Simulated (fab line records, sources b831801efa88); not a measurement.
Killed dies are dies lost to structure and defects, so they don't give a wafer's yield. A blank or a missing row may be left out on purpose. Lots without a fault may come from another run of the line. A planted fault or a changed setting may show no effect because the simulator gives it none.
fab line records | flow sky130
record lots=6 wafers=18 last_day=50
route steps=708 shown METAL4@623 PAD_OPEN@708
lots that met no fault: from a run of the same line without faults
start_h: hours from the record's first day to the start of the lot's first wafer shown | wait_h: hours since the lot's step before | " the same as in the row above | L1.1+2: a row that stands for several wafers | - no value, or no start given | * or withheld: withheld | < > ~ a bound
route shown NAME@n: a module of which the file shows steps, and the number in the route of the first | usual: mean/standard deviation of fault-free wafers | same: alike in all rows | chamber/n: place in a boat | sites: the reading at each site | _std_site: their standard deviation | _edge_site: outer sites' mean less inner sites' | radius_mm: how far each site lies from the wafer's centre | mask NAME#n: copy n | behind: the tool/chamber that last shaped the wafer | hold: why the lot was held/for how many hours/how that ended | device: the transistor (n, p or np) that didn't switch | end of line: the same wafers' tests at the end of the route | a step without rows: its recipe alone | killed: dies lost to structure and defects at the first sort, not the wafer's yield | map: a wafer's dies, x killed, . not, _ none there
set.NAME: the setting as run; set.NAME@STEP: as run at that earlier step | model.NAME: the simulator's own value behind a step, which no gauge read
lots at some steps of the route; a table a step, a row a wafer
services: from which hour (start_h, from the record's first day; less than 0 if before it) a tool's chamber was out of use, for how many hours, and why
## steps
# step SKY_METAL4_COAT_07
# recipe resist=BARC temp_c=withheld time_s=withheld spin_rpm=3000 resist_thk_nm=60
# step SKY_METAL4_COAT_08
# recipe resist=KrF-thick spin_rpm=3000 resist_thk_nm=1140
# step SKY_METAL4_SOFTBAKE_09
# recipe temp_c=100 time_s=90 resist=KrF-thick
# step SKY_METAL4_EXPOSE_10
# recipe mask_id=MM4 na=0.68 source_shape=annular sigma_inner=0.4 sigma_outer=0.8 target_cd_nm=300 dose_mj=28
# step SKY_METAL4_PEB_11
# recipe peb_temp_c=withheld peb_time_s=withheld resist=KrF-thick
# step SKY_METAL4_DEVELOP_12
# recipe develop_time_s=60 resist=KrF-thick dev_temp_c=21
# step SKY_METAL4_CD_MEAS_13
# recipe target_cd_nm=300
# usual cd_nm=299.9/1.3
# columns lot.wafer tool chamber start_h wait_h cd_nm
L897.1 cd_sem-02 - 983.67 - 298.8
L897.5 " - " " 299.4
L897.6 " - " " 299.3
L904.2 cd_sem-01 - 1036.58 - 299.6
L904.4 " - " " 299.1
L904.6 " - " " 300.3
L915.3 cd_sem-01 - 1116.90 - 298.9
L915.4 " - " " 299.6
L915.5 " - " " 299.9
L916.2 cd_sem-01 - 1117.76 - 298.2
L916.4 " - " " 300.6
L916.6 " - " " 299.6
L918.1 cd_sem-02 - 1126.61 - 300.5
L918.4 " - " " 299.7
L918.5 " - " " 299.8
L919.1 cd_sem-02 - 1127.09 - 298.6
L919.3 " - " " 298.9
L919.6 " - " " 298.8
# step SKY_METAL4_OVL_MEAS_14
# usual METAL4_OVL=1/5.6
# columns lot.wafer tool chamber start_h wait_h METAL4_OVL[nm]
L897.1 overlay-02 - 983.79 0.1 -1
L897.5 " - " " -8
L897.6 " - " " 3
L904.2 overlay-02 - 1036.68 0.1 -5
L904.4 " - " " 0
L904.6 " - " " 7
L915.3 overlay-02 - 1116.99 0.1 -3
L915.4 " - " " -3
L915.5 " - " " -1
L916.2 overlay-01 - 1117.86 0.1 -7
L916.4 " - " " -6
L916.6 " - " " -10
L918.1 overlay-02 - 1126.73 0.1 1
L918.4 " - " " 4
L918.5 " - " " -7
L919.1 overlay-02 - 1127.21 0.1 -6
L919.3 " - " " -10
L919.6 " - " " -2
# step SKY_METAL4_DESCUM_15
# recipe chemistry=O2 source_power_w=150 bias_power_w=0 pressure_mtorr=10 temp_c=40 time_s=8
# usual drypump_motor_current_A=5.8/0.55 he_backside_leak_sccm=3.27/0.16 oes_product_au=1.009/0.007 rf_fwd_power_W=146.5/0.58
# columns lot.wafer tool chamber start_h wait_h drypump_motor_current_A he_backside_leak_sccm oes_product_au rf_fwd_power_W rf_hours_counter_h
L897.1 rie_metal-03 0 983.83 0.0 4.9 3.07 1.005 147.6 9
L897.5 " 0 " " 5.0 3.07 1.001 147.5 -
L897.6 " 1 " " 5.1 3.14 1.018 145.7 -
L904.2 rie_metal-02 0 1036.71 0.0 5.9 3.38 1.000 146.0 24
L904.4 " 0 " " 5.9 3.25 0.999 146.1 -
L904.6 " 0 " " 5.9 3.30 0.999 146.1 -
L915.3 rie_metal-02 1 1117.03 0.0 6.3 3.19 1.011 146.5 -
L915.4 " 0 " " 5.9 3.30 1.011 145.9 -
L915.5 " 1 " " 6.3 3.03 1.000 146.5 -
L916.2 rie_metal-03 0 1117.89 0.0 5.0 3.26 1.012 147.2 18
L916.4 " 1 " " 5.1 3.28 1.014 146.6 -
L916.6 " 0 " " 5.0 3.15 1.008 147.5 -
L918.1 rie_metal-02 1 1126.76 0.0 6.3 3.07 1.010 146.3 27
L918.4 " 0 " " 5.9 3.01 1.000 146.5 -
L918.5 " 0 " " 5.9 3.16 0.995 146.2 -
L919.1 rie_metal-02 1 1127.24 0.0 6.3 3.30 1.019 146.1 27
L919.3 " 0 " " 5.9 3.30 1.019 146.6 -
L919.6 " 1 " " 6.3 3.45 1.019 146.5 -
# step SKY_METAL4_ETCH_16
# recipe chemistry=N2/H2 target=BARC ion_energy_ev=200 bias_w=100 pressure_mtorr=30 n2_flow_sccm=100 h2_flow_sccm=200 icp_w=500 stop_on=SiO2 time_s=88.2 target_depth_a=600
# usual drypump_motor_current_A=5.8/0.56 he_backside_leak_sccm=3.3/0.31 oes_product_au=0.625/0.0046 rf_fwd_power_W=495.9/1.7 throttle_valve_pct=13.206/0.0085
# columns lot.wafer tool chamber start_h wait_h drypump_motor_current_A he_backside_leak_sccm oes_product_au rf_fwd_power_W rf_hours_counter_h throttle_valve_pct
L897.1 rie_metal-03 0 983.86 0.0 5.0 3.2 0.623 494.0 9 13.193
L897.5 " 0 " " 5.0 3.2 0.623 496.2 - 13.194
L897.6 " 1 " " 5.1 3.4 0.620 493.7 - 13.193
L904.2 rie_metal-02 0 1036.75 0.0 5.9 3.1 0.623 496.1 24 13.206
L904.4 " 0 " " 5.9 3.2 0.629 495.7 - 13.201
L904.6 " 0 " " 5.9 3.1 0.625 495.9 - 13.204
L915.3 rie_metal-02 1 1117.10 0.1 6.3 3.2 0.622 494.3 - 13.201
L915.4 " 0 " " 5.9 3.2 0.631 494.5 - 13.209
L915.5 " 1 " " 6.3 3.2 0.633 496.9 - 13.198
L916.2 rie_metal-03 0 1117.92 0.0 5.0 3.2 0.627 495.9 18 13.199
L916.4 " 1 " " 5.1 3.4 0.627 497.7 - 13.201
L916.6 " 0 " " 5.0 3.1 0.622 497.3 - 13.215
L918.1 rie_metal-02 1 1126.80 0.0 6.3 3.4 0.629 496.2 27 13.207
L918.4 " 0 " " 5.9 3.3 0.623 495.6 - 13.208
L918.5 " 0 " " 5.9 3.2 0.625 498.5 - 13.217
L919.1 rie_metal-02 1 1127.28 0.0 6.3 3.4 0.624 495.2 27 13.207
L919.3 " 0 " " 5.9 3.2 0.624 498.0 - 13.202
L919.6 " 1 " " 6.3 3.3 0.628 496.9 - 13.202
# step SKY_METAL4_ETCH_17
# recipe target=SiO2 stop_on=TiN chemistry=C4F8/O2/Ar source_w=1500 bias_w=1200 pressure_mtorr=40 c4f8_flow_sccm=withheld O2_flow_sccm=6 Ar_flow_sccm=300 time_s=3.9 target_depth_a=150
# usual oes_product_au=0.753/0.0065 rf_fwd_power_W=1466/6.9
# columns lot.wafer tool chamber start_h wait_h oes_product_au rf_fwd_power_W rf_hours_counter_h
L897.1 rie_diel-03 1 983.96 0.1 0.755 1477 7
L897.5 " 0 " " 0.768 1474 -
L897.6 " 3 " " 0.764 1460 -
L904.2 rie_diel-01 1 1036.84 0.1 0.757 1465 15
L904.4 " 2 " " 0.753 1474 12
L904.6 " 1 " " 0.749 1466 -
L915.3 rie_diel-04 1 1117.19 0.0 0.751 1457 24
L915.4 " 3 " " 0.756 1460 21
L915.5 " 2 " " 0.757 1482 -
L916.2 rie_diel-03 0 1118.02 0.1 0.746 1467 20
L916.4 " 0 " " 0.752 1469 -
L916.6 " 2 " " 0.754 1467 -
L918.1 rie_diel-03 3 1126.94 0.1 0.756 1462 15
L918.4 " 0 " " 0.753 1458 -
L918.5 " 3 " " 0.756 1463 -
L919.1 rie_diel-04 2 1127.42 0.1 0.756 1466 14
L919.3 " 3 " " 0.751 1457 22
L919.6 " 0 " " 0.759 1460 -
# step SKY_METAL4_METAL_ETCH_18
# recipe target_depth_a=8450 stop_on=SiO2 over_etch_frac=0.3 time_s=183.1 chemistry=Cl2/BCl3 resist_sidewall_deg=88 pressure_mtorr=10 icp_w=900 bias_w=48.5 Cl2_flow_sccm=60 bcl3_flow_sccm=30
# usual drypump_motor_current_A=6.0/0.46 he_backside_leak_sccm=3.33/0.28 oes_product_au=0.868/0.0055 rf_fwd_power_W=896.2/2.5 throttle_valve_pct=22.264/0.0087
# columns lot.wafer tool chamber start_h wait_h drypump_motor_current_A he_backside_leak_sccm oes_product_au rf_fwd_power_W rf_hours_counter_h throttle_valve_pct
L897.1 rie_metal-01 0 983.97 0.0 6.2 3.28 0.872 897.8 21 22.271
L897.5 " 0 " " 6.3 3.29 0.876 897.0 - 22.275
L897.6 " 0 " " 6.3 3.40 0.865 896.7 - 22.271
L904.2 rie_metal-03 1 1036.86 0.0 5.1 3.36 0.874 892.6 12 22.278
L904.4 " 0 " " 4.9 3.23 0.872 899.4 - 22.263
L904.6 " 0 " " 5.0 2.83 0.866 899.5 - 22.265
L915.3 rie_metal-01 0 1117.27 0.1 6.3 3.32 0.865 894.3 - 22.279
L915.4 " 1 " " 6.3 3.41 0.869 894.3 - 22.256
L915.5 " 1 " " 6.3 3.34 0.865 899.8 - 22.264
L916.2 rie_metal-01 1 1118.04 0.0 6.3 3.37 0.869 896.5 9 22.280
L916.4 " 0 " " 6.3 3.31 0.874 897.5 - 22.253
L916.6 " 1 " " 6.3 3.33 0.872 893.5 - 22.270
L918.1 rie_metal-01 1 1126.95 0.0 6.3 3.29 0.868 893.7 10 22.252
L918.4 " 0 " " 6.2 3.33 0.867 899.5 - 22.261
L918.5 " 1 " " 6.3 3.33 0.876 896.1 - 22.267
L919.1 rie_metal-02 1 1127.43 0.0 6.3 3.43 0.865 897.3 28 22.258
L919.3 " 0 " " 5.9 3.56 0.860 899.6 - 22.265
L919.6 " 0 " " 5.9 3.40 0.865 897.1 - 22.261
# step SKY_METAL4_STRIP_19
# recipe chemistry=O2/N2 power_w=1400 pressure_mtorr=1500 platen_temp_c=withheld o2_flow_sccm=3000 n2_flow_sccm=300 overash_fraction=0.5
# usual drypump_motor_current_A=5.8/0.51 oes_product_au=0.500/0.0056 overash_fraction=0.5/0 strip_time_to_endpoint_s=6.46/0.059
# columns lot.wafer tool chamber start_h wait_h drypump_motor_current_A oes_product_au overash_fraction rf_hours_counter_h strip_time_to_endpoint_s
L897.1 plasma_asher-02 1 984.36 0.3 5.7 0.496 0.5 25 6.49
L897.5 " 0 " " 5.3 0.502 0.5 - 6.50
L897.6 " 1 " " 5.7 0.507 0.5 - 6.57
L904.2 plasma_asher-04 1 1037.04 0.1 5.2 0.499 0.5 85 6.50
L904.4 " 1 " " 5.2 0.496 0.5 - 6.51
L904.6 " 0 " " 5.6 0.502 0.5 - 6.53
L915.3 plasma_asher-02 0 1117.42 0.1 5.4 0.498 0.3 - 6.39
L915.4 " 1 " " 5.7 0.498 0.3 - 6.47
L915.5 " 0 " " 5.3 0.497 0.3 - 6.53
L916.2 plasma_asher-02 1 1118.22 0.1 5.7 0.508 0.3 39 6.49
L916.4 " 0 " " 5.3 0.512 0.3 - 6.50
L916.6 " 0 " " 5.3 0.502 0.3 - 6.47
L918.1 plasma_asher-01 0 1127.13 0.1 6.5 0.499 0.5 6 6.53
L918.4 " 0 " " 6.4 0.503 0.5 - 6.43
L918.5 " 1 " " 6.6 0.503 0.5 - 6.45
L919.1 plasma_asher-04 0 1127.67 0.2 5.5 0.506 0.5 94 6.40
L919.3 " 0 " " 5.5 0.487 0.5 - 6.43
L919.6 " 0 " " 5.5 0.499 0.5 - 6.43
# step SKY_METAL4_STRIP_20
# recipe chemistry=post_etch_residue_remover time_s=1200 temp_c=72.5
# step SKY_PAD_OPEN_PROBE_99
# usual defect_limited_yield=82.4/1.8 killed_at_M0_to_M3=45/6.8 killed_at_M4_up=3.2/1.6 killed_at_contacts=24/5.1 killed_at_front_end=14/4.4 killed_at_other=0.4/0.65 killed_dies=87/8.8 killed_open=47/7.2 killed_short=39/6.1 sort_bin_3_pad_short=0.9/0.38 sort_bin_5_function=10.4/1.5 sort_bin_6_memory=6.4/1.1 sort_n_pass=405/8.8 sort_yield_pct=82.4/1.8
# same gross_dies=492 killed_at_back_side=0 sort_bin_4_leakage[%]=0 sort_bin_8_speed[%]=0
# columns lot.wafer tool chamber start_h wait_h defect_limited_yield[%] killed_at_M0_to_M3 killed_at_M4_up killed_at_contacts killed_at_front_end killed_at_other killed_dies killed_open killed_short sort_bin_3_pad_short[%] sort_bin_5_function[%] sort_bin_6_memory[%] sort_n_pass sort_yield_pct[%]
L897.1 prober-01 - 1079.94 0.1 81.7 54 1 20 14 1 90 50 40 0.6 11.0 6.7 402 81.7
L897.5 prober-01 - 1080.14 0.2 84.3 41 2 25 9 0 77 36 41 1.0 8.9 5.7 415 84.3
L897.6 prober-01 - 1080.19 0.2 82.3 49 2 25 10 1 87 48 39 0.6 11.4 5.7 405 82.3
L915.3 prober-01 - 1193.57 0.2 84.3 41 3 20 13 0 77 39 38 0.2 8.9 6.5 415 84.3
L915.4 prober-01 - 1193.62 0.2 82.1 49 2 20 17 0 88 44 44 0.8 11.0 6.1 404 82.1
L915.5 prober-01 - 1193.67 0.2 79.1 55 3 30 15 0 103 51 52 1.0 12.6 7.3 389 79.1
L918.1 prober-02 - 1201.32 0.1 82.3 43 2 21 18 3 87 54 33 0.6 10.8 6.3 405 82.3
L918.4 prober-02 - 1201.47 0.2 84.3 42 3 21 11 0 77 45 32 1.0 9.1 5.5 415 84.3
L918.5 prober-02 - 1201.52 0.2 85.2 34 5 19 15 0 73 42 31 1.2 9.1 4.5 419 85.2
# killed by level:class
L897.1 VIA1:geometric_particle:open=16 CONTACT:geometric_particle:open=7 FIELD_ISO:geometric_particle:open=6 METAL1:geometric_particle:short=6 VIA2:geometric_particle:open=6 CONTACT:geometric_particle:short=5 VIA3:geometric_particle:open=5 VIA2:geometric_particle:short=4
L897.5 CONTACT:geometric_particle:open=8 VIA1:geometric_particle:short=6 VIA1:geometric_particle:open=6 VIA2:geometric_particle:short=6 CONTACT:geometric_particle:short=5 METAL1:geometric_particle:short=5 VIA2:geometric_particle:open=5 FIELD_ISO:geometric_particle:open=4
L897.6 CONTACT:geometric_particle:open=11 VIA1:geometric_particle:open=10 METAL1:geometric_particle:short=6 VIA3:geometric_particle:open=6 VIA1:geometric_particle:short=5 METAL2:geometric_particle:short=5 VIA2:geometric_particle:open=5 VIA2:geometric_particle:short=5
L915.3 LI_CONTACT:geometric_particle:open=7 CONTACT:geometric_particle:open=7 VIA1:geometric_particle:open=7 VIA1:geometric_particle:short=6 VIA3:geometric_particle:short=6 FIELD_ISO:geometric_particle:open=5 VIA2:geometric_particle:open=5 METAL1:geometric_particle:short=5
L915.4 VIA1:geometric_particle:open=10 VIA2:geometric_particle:open=6 METAL1:geometric_particle:short=6 VIA3:geometric_particle:open=6 POLY_GATE:geometric_particle:open=5 LI_CONTACT:geometric_particle:open=5 CONTACT:geometric_particle:open=5 FIELD_ISO:geometric_particle:short=4
L915.5 VIA2:geometric_particle:open=12 LOCAL_INTERCONNECT:geometric_particle:short=8 METAL1:geometric_particle:short=8 VIA1:geometric_particle:open=8 FIELD_ISO:geometric_particle:short=7 CONTACT:geometric_particle:short=7 METAL3:geometric_particle:short=7 CONTACT:geometric_particle:open=7
L918.1 CONTACT:geometric_particle:open=14 VIA2:geometric_particle:open=11 VIA1:geometric_particle:open=9 POLY_GATE:geometric_particle:short=7 VIA1:geometric_particle:short=6 VIA3:geometric_particle:open=5 FIELD_ISO:geometric_particle:open=4 POLY_GATE:geometric_particle:open=3
L918.4 VIA1:geometric_particle:open=11 LI_CONTACT:geometric_particle:open=8 VIA2:geometric_particle:open=8 CONTACT:geometric_particle:open=6 CONTACT:geometric_particle:short=4 VIA1:geometric_particle:short=4 VIA2:geometric_particle:short=4 POLY_GATE:geometric_particle:short=3
L918.5 VIA2:geometric_particle:open=9 CONTACT:geometric_particle:open=7 LI_CONTACT:geometric_particle:open=6 POLY_GATE:geometric_particle:open=5 VIA1:geometric_particle:open=5 VIA3:geometric_particle:open=5 METAL4:geometric_particle:short=5 METAL1:geometric_particle:short=4
## services
# columns tool chamber start_h hours kind
plasma_asher-02 - 960.83 9.2 repair
rie_diel-03 0 964.45 6.0 repair
rie_diel-03 1 968.94 7.9 repair
rie_metal-02 0 969.84 10.9 repair
rie_diel-03 3 971.46 3.1 repair
rie_diel-01 1 978.05 4.4 repair
plasma_asher-01 - 979.70 15.6 pm
rie_diel-01 0 999.86 12.3 repair
rie_diel-01 2 1007.87 2.7 repair
rie_diel-01 1 1017.56 2.5 repair
rie_diel-03 2 1040.24 4.1 repair
plasma_asher-01 - 1047.71 13.1 repair
rie_metal-02 0 1050.42 - clean
rie_metal-02 0 1050.42 17.3 scheduled_down
rie_metal-02 0 1050.42 17.3 vent_cycle
rie_metal-01 1 1057.85 5.7 repair
plasma_asher-01 - 1060.80 9.0 pm
plasma_asher-02 - 1065.97 2.8 repair
rie_diel-03 - 1067.51 4.0 pm
rie_metal-01 0 1096.52 - clean
plasma_asher-04 - 1104.64 3.3 repair
plasma_asher-02 - 1110.92 3.7 repair
rie_diel-03 1 1113.73 13.3 repair
rie_diel-01 0 1115.00 4.3 repair
## key
first_sign step=SKY_METAL4_STRIP_19 reading=overash_fraction direction=down sigmas=99+ usual=0.5 struck=0.3
effect none on later readings
met_at SKY_METAL4_STRIP_19
struck_wafers L915.3,L915.4,L915.5,L916.2,L916.4,L916.6
onset_between 984.36 1117.42
fault kind=process_parameter_drift tool=plasma_asher-02 chamber=- onset_h=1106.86 steps=SKY_METAL4_STRIP_19 channel=overash_fraction offset=-0.2 shape=step end_h=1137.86 acts_in=these_recipes_only stated=0.5
